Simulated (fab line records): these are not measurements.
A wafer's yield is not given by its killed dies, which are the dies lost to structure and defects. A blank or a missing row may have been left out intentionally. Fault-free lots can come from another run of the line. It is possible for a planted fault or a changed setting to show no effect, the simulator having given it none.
A lot that was struck, set against a sound lot | flow sky130 | 17 out of 708 route steps
Sound: these wafers, L144.2, L144.5, L144.6. Struck: wafers L147.3, L147.5 (left out: L147.6, a lot-mate that was not struck); the cause follows at the end.
Order at every step that has rows: each side's tool, ch and its chambers, its first start. Under that, the readings that differ: sound wafers | struck wafers | difference of the means | sigmas: that difference in standard deviations of wafers without a fault.
alike: readings with means less than 2 such deviations apart, plus words and numbers identical on both sides. not compared: withheld readings, readings lacking a value on some wafer, bounds such as >300 that could conceal the same value, and numbers that have no deviation in the record and whose values overlap.
A row with sigmas, a row that says differs or no value, or rows on one side alone: a step with any of these is where the two part. Numbers that have no deviation but don't overlap get no sigmas and don't part them. A reading missing from all wafers of one side parts the sides only when that side holds two or more wafers.

SKY_VIA1_CMP_02: polishes SiO2.
  sound on cmp-01 ch 1,2, day 38 04:13; struck on cmp-01 ch 0,3, day 38 19:41
  alike: motor_current_A, slurry_flow_ml_min
SKY_VIA1_BOW_MEAS_03:
  sound on film_metro-01 at day 38 04:29; struck on film_metro-04 at day 38 20:02
  alike: VIA1_BOW
then, 8 steps without rows for these wafers: SKY_VIA1_DEHYDRATE_04 (time 60 s); SKY_VIA1_HMDS_05 (prime time 60 s); SKY_VIA1_COAT_06 (resist thk 60 nm); SKY_VIA1_COAT_07 (resist thk 450 nm); SKY_VIA1_SOFTBAKE_08 (time 90 s); SKY_VIA1_EXPOSE_09 (exposes mask VIM, target cd 150 nm); SKY_VIA1_PEB_10; SKY_VIA1_DEVELOP_11 (develop time 60 s).
SKY_VIA1_CD_MEAS_12 targets a cd of 150 nm.
  sound on cd_sem-01 at day 39 04:49; struck on cd_sem-02 at day 39 21:49
  alike: cd_nm
SKY_VIA1_OVL_MEAS_13:
  sound on overlay-01 at day 39 04:55; struck on overlay-01 at day 39 21:54
  alike: VIA1_OVL
SKY_VIA1_ETCH_14: etches BARC in N2/H2, stops on SiO2, time 45.9 s, target depth 60 nm.
  sound on rie_diel-04 ch 1,2,3, day 39 04:56; struck on rie_diel-04 ch 0, day 39 21:56
  reading                                     | sound             | struck      | difference | sigmas
  model.KrF-thick_of_VIA1_COAT_07.thk_nm (nm) | 393.5 391.6 393.7 | 398.9 401.1 | +7.1       |
  alike: drypump_motor_current_A, oes_product_au, rf_fwd_power_W, throttle_valve_pct
  not compared: rf_hours_counter_h
SKY_VIA1_ETCH_15: etches SiO2 in C4F8/O2/Ar, stops on TiN, target depth 351 nm, time 54 s.
  sound on rie_diel-04 ch 1,2,3, day 39 04:59; struck on rie_diel-04 ch 0, day 39 21:58
  reading                                     | sound             | struck      | difference | sigmas
  model.KrF-thick_of_VIA1_COAT_07.thk_nm (nm) | 324.6 319.8 322.8 | 328.6 330.9 | +7.3       |
  alike: oes_product_au, rf_fwd_power_W
  not compared: rf_hours_counter_h
SKY_VIA1_STRIP_16: strips in O2/N2.
  sound on plasma_asher-03 ch 0,1, day 39 05:02; struck on plasma_asher-03 ch 0,1, day 39 22:03
  reading                      | sound             | struck      | difference | sigmas
  strip_time_to_endpoint_s (s) | 4.481 4.432 4.448 | 4.517 4.546 | +0.078     | +4
  alike: drypump_motor_current_A, oes_product_au
  not compared: rf_hours_counter_h
then, 2 steps without rows for these wafers: SKY_VIA1_STRIP_17 (strips in post etch residue remover, time 1200 s); SKY_PAD_OPEN_PROBE_99.

## WHERE THEY PART
Only at SKY_VIA1_STRIP_16, within this record.

WHY: the cause the simulator had injected
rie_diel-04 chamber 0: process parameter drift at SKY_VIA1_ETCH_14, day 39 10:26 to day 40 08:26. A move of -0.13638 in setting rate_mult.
